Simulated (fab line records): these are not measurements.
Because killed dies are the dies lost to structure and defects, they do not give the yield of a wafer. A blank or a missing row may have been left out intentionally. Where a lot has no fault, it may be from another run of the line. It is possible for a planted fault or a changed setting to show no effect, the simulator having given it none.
Which tool is to blame? / flow sky130 / 10 lots with 30 wafers sampled at 3 steps, on a route of 708 steps

## WHAT EACH GAUGE READ, for each wafer
SKY_CONTACT_THK_MEAS_01.
lot=L162; measured=day 30 05:43; on=film metro-03; CONTACT_CVD_00_THK (nm)=74.1 75.0 75.1
lot=L163; measured=day 30 22:56; on=film metro-03; CONTACT_CVD_00_THK (nm)=74.4 74.1 75.9
lot=L167; measured=day 32 04:51; on=film metro-02; CONTACT_CVD_00_THK (nm)=73.4 73.9 75.2
lot=L169; measured=day 32 22:33; on=film metro-03; CONTACT_CVD_00_THK (nm)=61.8 63.1 75.4
lot=L172; measured=day 33 19:32; on=film metro-02; CONTACT_CVD_00_THK (nm)=73.6 73.5 75.0
lot=L173; measured=day 34 06:23; on=film metro-01; CONTACT_CVD_00_THK (nm)=74.7 75.3 63.2
lot=L178; measured=day 35 16:56; on=film metro-01; CONTACT_CVD_00_THK (nm)=74.9 74.3 74.9
lot=L180; measured=day 36 02:11; on=film metro-03; CONTACT_CVD_00_THK (nm)=73.8 74.7 74.9
lot=L184; measured=day 37 15:32; on=film metro-03; CONTACT_CVD_00_THK (nm)=74.3 73.8 75.1
lot=L185; measured=day 38 02:07; on=film metro-02; CONTACT_CVD_00_THK (nm)=75.3 73.4 76.6

## EACH LOT AND THE TOOL THAT RAN IT (in order: tool; ch and the chambers of the sampled wafers; start)
lot=L162; SKY_LOCAL_INTERCONNECT_ETCH_13=rie metal-01 ch 0,1, day 30 04:59; SKY_CONTACT_CVD_00=pecvd-01 ch 0,2, day 30 05:41
lot=L163; SKY_LOCAL_INTERCONNECT_ETCH_13=rie metal-03 ch 1, day 30 22:04; SKY_CONTACT_CVD_00=pecvd-02 ch 0,1, day 30 22:54
lot=L167; SKY_LOCAL_INTERCONNECT_ETCH_13=rie metal-02 ch 0,1, day 32 04:07; SKY_CONTACT_CVD_00=pecvd-02 ch 1,2, day 32 04:49
lot=L169; SKY_LOCAL_INTERCONNECT_ETCH_13=rie metal-01 ch 0,1, day 32 21:46; SKY_CONTACT_CVD_00=pecvd-02 ch 0,1, day 32 22:31
lot=L172; SKY_LOCAL_INTERCONNECT_ETCH_13=rie metal-03 ch 0,1, day 33 18:46; SKY_CONTACT_CVD_00=pecvd-04 ch 0,1, day 33 19:30
lot=L173; SKY_LOCAL_INTERCONNECT_ETCH_13=rie metal-02 ch 0,1, day 34 05:38; SKY_CONTACT_CVD_00=pecvd-02 ch 0,1, day 34 06:20
lot=L178; SKY_LOCAL_INTERCONNECT_ETCH_13=rie metal-03 ch 0,1, day 35 16:10; SKY_CONTACT_CVD_00=pecvd-04 ch 0,2, day 35 16:53
lot=L180; SKY_LOCAL_INTERCONNECT_ETCH_13=rie metal-03 ch 0, day 36 01:13; SKY_CONTACT_CVD_00=pecvd-04 ch 0, day 36 02:05
lot=L184; SKY_LOCAL_INTERCONNECT_ETCH_13=rie metal-03 ch 0,1, day 37 14:43; SKY_CONTACT_CVD_00=pecvd-02 ch 0,1,2, day 37 15:29
lot=L185; SKY_LOCAL_INTERCONNECT_ETCH_13=rie metal-01 ch 0,1, day 38 01:17; SKY_CONTACT_CVD_00=pecvd-04 ch 0,1, day 38 02:05
- SKY_LOCAL_INTERCONNECT_ETCH_13: etches BARC in N2/H2, stops on SiO2, time 45.9 s, target depth 60 nm.
- SKY_CONTACT_CVD_00: deposits Si3N4, target thk 75 nm.

## WHAT THE TOOLS THEMSELVES READ (means of the sampled wafers that have a number; where no wafer has one, the mark that the record gives instead)
SKY_LOCAL_INTERCONNECT_ETCH_13.
lot=L162; tool=rie metal-01; bias w (W)=99.94; drypump motor current A (A)=5.7; h2 flow sccm (sccm)=200.7; oes product au (a.u.)=0.853; throttle valve pct (%)=13.225
lot=L163; tool=rie metal-03; bias w (W)=99.50; drypump motor current A (A)=5.7; h2 flow sccm (sccm)=200.4; oes product au (a.u.)=0.850; throttle valve pct (%)=13.225
lot=L167; tool=rie metal-02; bias w (W)=100.17; drypump motor current A (A)=5.5; h2 flow sccm (sccm)=200.0; oes product au (a.u.)=0.855; throttle valve pct (%)=13.231
lot=L169; tool=rie metal-01; bias w (W)=99.73; drypump motor current A (A)=5.7; h2 flow sccm (sccm)=200.7; oes product au (a.u.)=0.858; throttle valve pct (%)=13.234
lot=L172; tool=rie metal-03; bias w (W)=99.96; drypump motor current A (A)=5.7; h2 flow sccm (sccm)=200.2; oes product au (a.u.)=0.857; throttle valve pct (%)=13.224
lot=L173; tool=rie metal-02; bias w (W)=100.10; drypump motor current A (A)=5.7; h2 flow sccm (sccm)=199.7; oes product au (a.u.)=0.853; throttle valve pct (%)=13.227
lot=L178; tool=rie metal-03; bias w (W)=100.19; drypump motor current A (A)=5.6; h2 flow sccm (sccm)=199.7; oes product au (a.u.)=0.853; throttle valve pct (%)=13.226
lot=L180; tool=rie metal-03; bias w (W)=99.78; drypump motor current A (A)=5.4; h2 flow sccm (sccm)=200.6; oes product au (a.u.)=0.858; throttle valve pct (%)=13.221
lot=L184; tool=rie metal-03; bias w (W)=100.08; drypump motor current A (A)=5.6; h2 flow sccm (sccm)=199.7; oes product au (a.u.)=0.855; throttle valve pct (%)=13.220
lot=L185; tool=rie metal-01; bias w (W)=99.89; drypump motor current A (A)=5.3; h2 flow sccm (sccm)=200.0; oes product au (a.u.)=0.852; throttle valve pct (%)=13.229

SKY_CONTACT_CVD_00.
lot=L162; tool=pecvd-01; heater power w (W)=845
lot=L163; tool=pecvd-02; heater power w (W)=706
lot=L167; tool=pecvd-02; heater power w (W)=766
lot=L169; tool=pecvd-02; heater power w (W)=788
lot=L172; tool=pecvd-04; heater power w (W)=606
lot=L173; tool=pecvd-02; heater power w (W)=720
lot=L178; tool=pecvd-04; heater power w (W)=712
lot=L180; tool=pecvd-04; heater power w (W)=748
lot=L184; tool=pecvd-02; heater power w (W)=708
lot=L185; tool=pecvd-04; heater power w (W)=610

## THE ANSWER, worked out from the rows above alone
Rule: the usual values come from the lots themselves. The widest of any qualifying gaps counts: lots, ordered by their means at a reading, are off when they make up no more than a third of the lots, leave a main group of 4 or more, and stand apart from it by 3 or more times the standard deviation of that group's means. A main group whose means are all the same, to the digits that the tables above print for the reading, isn't used. A lot without any number at a reading at which 4 lots or more have one is off too. Where the step has rows for the other lots, those lots are counted as sound. Order of review: gauges by route order, followed by the tools' own readings, for which a lot's mean as printed above is used. At the first step where some lot is off, the reading lying furthest off is the one used; lots without a number count as furthest.
Off: L169, L173, seen at SKY_CONTACT_THK_MEAS_01 (CONTACT_CVD_00_THK). The main group: mean 74.5 nm, standard deviation 0.33.
A tool fits if, at a process step before that reading, it ran every lot that is off, and no sound lot after the first of them. The gauges at SKY_CONTACT_THK_MEAS_01 are tried like those tools. No candidate that was tried fits.

## WHAT HAD BEEN PUT IN BY THE SIMULATOR
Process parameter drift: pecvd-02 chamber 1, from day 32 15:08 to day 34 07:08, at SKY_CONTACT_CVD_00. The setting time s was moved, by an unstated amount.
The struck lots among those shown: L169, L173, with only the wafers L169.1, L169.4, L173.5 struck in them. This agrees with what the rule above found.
